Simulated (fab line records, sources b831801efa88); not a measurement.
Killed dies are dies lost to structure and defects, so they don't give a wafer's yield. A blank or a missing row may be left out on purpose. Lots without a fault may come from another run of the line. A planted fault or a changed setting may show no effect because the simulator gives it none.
A struck lot beside a sound one | flow gf180mcu | 17 steps out of a route of 602
Sound: wafers L424.2, L424.4, L424.6. Struck: wafers L436.3, L436.5, L436.6. The cause comes at the end.
At each step with rows: each side's tool, then ch and its chambers, then its first start. Under that, the readings that differ: sound wafers | struck wafers | difference of the means | sigmas: that difference in standard deviations of wafers without a fault.
alike: readings whose means differ by less than 2 such deviations, and words and numbers that are the same on both sides. not compared: withheld readings, readings that some wafer has no value for, bounds like >300 that may hide the same value, and numbers for which the record gives no deviation and whose values overlap.
The two part at a step that has a row with sigmas, a row that says differs or no value, or rows on one side only. Numbers that don't overlap but have no deviation are shown without sigmas and don't part them. A reading that every wafer of one side lacks parts them only if that side has two wafers or more.

first, 2 steps without rows for these wafers: GF_MVPSD_IMPLANT_08; GF_MVPSD_IMPLANT_09.
GF_MVPSD_STRIP_10: strips in O2/N2.
  sound on plasma_asher-03 ch 0,1, day 5 00:20; struck on plasma_asher-03 ch 0,1, day 8 02:07
  reading                      | sound             | struck            | difference | sigmas
  strip_time_to_endpoint_s (s) | 36.81 36.96 36.79 | 37.20 37.22 37.26 | +0.37      | +3
  alike: drypump_motor_current_A, heater_power_w, oes_product_au
  not compared: rf_hours_counter_h
GF_MVPSD_TW_MEAS_11:
  sound on film_metro-01, day 5 00:26; struck on film_metro-01, day 8 02:12
  alike: MVPSD_TW
then, 7 steps without rows for these wafers: GF_VT_IMPLANT_DEHYDRATE_00 (time 60 s); GF_VT_IMPLANT_HMDS_01 (prime time 60 s); GF_VT_IMPLANT_COAT_02 (resist thk 1000 nm); GF_VT_IMPLANT_SOFTBAKE_03 (time 60 s); GF_VT_IMPLANT_EXPOSE_04 (exposes mask LVPWELL LV AREA, target cd 600 nm); GF_VT_IMPLANT_PEB_05; GF_VT_IMPLANT_DEVELOP_06 (develop time 60 s).
GF_VT_IMPLANT_OVL_MEAS_07:
  sound on overlay-02, day 5 14:29; struck on overlay-01, day 8 18:54
  reading             | sound         | struck      | difference | sigmas
  VT_IMPLANT_OVL (nm) | 0.0 -1.6 -2.5 | 0.6 1.9 1.5 | +2.7       | +2
GF_VT_IMPLANT_IMPLANT_08:
  sound on implanter-04 ch 0, day 5 14:32; struck on implanter-04 ch 0, day 8 18:59
  reading                   | sound             | struck            | difference | sigmas
  implant_ion_amu           | 49 49 49          | 75 75 75          | +26        |
  model.implant.drp_nm (nm) | 9.752 9.752 9.752 | 7.212 7.212 7.212 | -2.540     |
  model.implant.rp_nm (nm)  | 17.45 17.45 17.45 | 15.05 15.05 15.05 | -2.40      |
GF_VT_IMPLANT_STRIP_09: strips in O2/N2.
  sound on plasma_asher-03 ch 0,1, day 5 14:40; struck on plasma_asher-01 ch 0,1, day 8 19:07
  alike: drypump_motor_current_A, heater_power_w, oes_product_au, strip_time_to_endpoint_s
  not compared: rf_hours_counter_h
GF_VT_IMPLANT_TW_MEAS_10:
  sound on film_metro-03, day 5 14:47; struck on film_metro-03, day 8 19:12
  reading       | sound       | struck      | difference | sigmas
  VT_IMPLANT_TW | 557 557 557 | 918 912 912 | +357       | +70
then, 1 step without rows for these wafers: GF_VT_IMPLANT_DEHYDRATE_11 (time 60 s).
-- the record jumps here: 24 days lie between the struck wafers' starts before and after (it left off in module VT_IMPLANT and takes up again in module PASSIVATION, whose first step shown is number 602 of the route) --
GF_PASSIVATION_PROBE_99:
  the record has rows for the struck wafers here (prober-01, day 32 13:59) and none for the sound ones

WHERE THEY PART
First at GF_MVPSD_STRIP_10; last, within this record, at GF_PASSIVATION_PROBE_99.

WHY: what the simulator had put in
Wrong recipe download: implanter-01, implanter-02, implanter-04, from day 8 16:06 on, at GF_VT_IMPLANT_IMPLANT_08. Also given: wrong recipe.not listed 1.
